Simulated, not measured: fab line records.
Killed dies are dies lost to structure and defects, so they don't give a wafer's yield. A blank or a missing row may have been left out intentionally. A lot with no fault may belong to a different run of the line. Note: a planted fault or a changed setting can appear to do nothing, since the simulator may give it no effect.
Comparing a struck lot with a sound one    flow sky130    15 steps out of a route of 708
Sound: wafers L631.2, L631.5, L631.6. Struck: wafers L638.2, L638.3, L638.6. The cause is named last.
At each step with rows: each side's tool, then ch and its chambers, then its first start. Under that, the readings that differ: sound wafers    struck wafers    difference of the means    sigmas: that difference in standard deviations of wafers without a fault.
alike: readings whose means differ by less than 2 such deviations, and words and numbers that are the same on both sides. not compared: withheld readings, readings that some wafer has no value for, bounds like >300 that may hide the same value, and numbers for which the record gives no deviation and whose values overlap.
The two part at a step that has a row with sigmas, a row that says differs or no value, or rows on one side only. Non-overlapping numbers with no deviation appear without sigmas and do not part them. Lack of a reading on every wafer of one side parts them only where that side has two or more wafers.

first, 7 steps without rows for these wafers: SKY_LDD_LDN_DEHYDRATE_00 (time 60 s); SKY_LDD_LDN_HMDS_01 (prime time 60 s); SKY_LDD_LDN_COAT_02 (resist thk 1140 nm); SKY_LDD_LDN_SOFTBAKE_03 (time 60 s); SKY_LDD_LDN_EXPOSE_04 (exposes mask LDNTM, target cd 700 nm); SKY_LDD_LDN_PEB_05; SKY_LDD_LDN_DEVELOP_06 (develop time 60 s).
SKY_LDD_LDN_OVL_MEAS_07:
  sound on overlay-02, day 23 06:20; struck on overlay-02, day 25 22:45
  alike: LDD_LDN_OVL
then, 4 steps without rows for these wafers: SKY_LDD_LDN_IMPLANT_08; SKY_LDD_LDN_IMPLANT_09; SKY_LDD_LDN_IMPLANT_10; SKY_LDD_LDN_IMPLANT_11.
SKY_LDD_LDN_STRIP_12: strips in O2/N2.
  sound on plasma_asher-01 ch 0,1, day 23 06:58; struck on plasma_asher-02 ch 0,1, day 25 23:23
  no value came back on the struck wafers for chamber_pressure_mTorr (mTorr), drypump_motor_current_A (A), oes_product_au (a.u.), strip_time_to_endpoint_s (s); on the sound wafers chamber_pressure_mTorr (mTorr) reads 1498.9 1501.1 1501.4
reading                                       sound  struck          difference  sigmas
model.NOVOLAK_of_LDD_LDN_COAT_02.thk_nm (nm)  0 0 0  1140 1138 1137  +1138       
  not compared: rf_hours_counter_h
SKY_LDD_LDN_TW_MEAS_13:
  sound on film_metro-03, day 23 07:05; struck on film_metro-04, day 25 23:29
reading     sound           struck          difference  sigmas
LDD_LDN_TW  1494 1494 1489  1477 1478 1477  -15         -2
-- here the record skips 22 days between the struck wafers' starts before and after, leaving off in module LDD_LDN and picking up in module PAD_OPEN (first step shown: number 708 of the route) --
SKY_PAD_OPEN_PROBE_99:
  the record has rows for the struck wafers here (prober-02, day 48 00:44) and none for the sound ones

## WHERE THEY PART
First at SKY_LDD_LDN_STRIP_12; last, within this record, at SKY_PAD_OPEN_PROBE_99.

WHY: what the simulator had put in
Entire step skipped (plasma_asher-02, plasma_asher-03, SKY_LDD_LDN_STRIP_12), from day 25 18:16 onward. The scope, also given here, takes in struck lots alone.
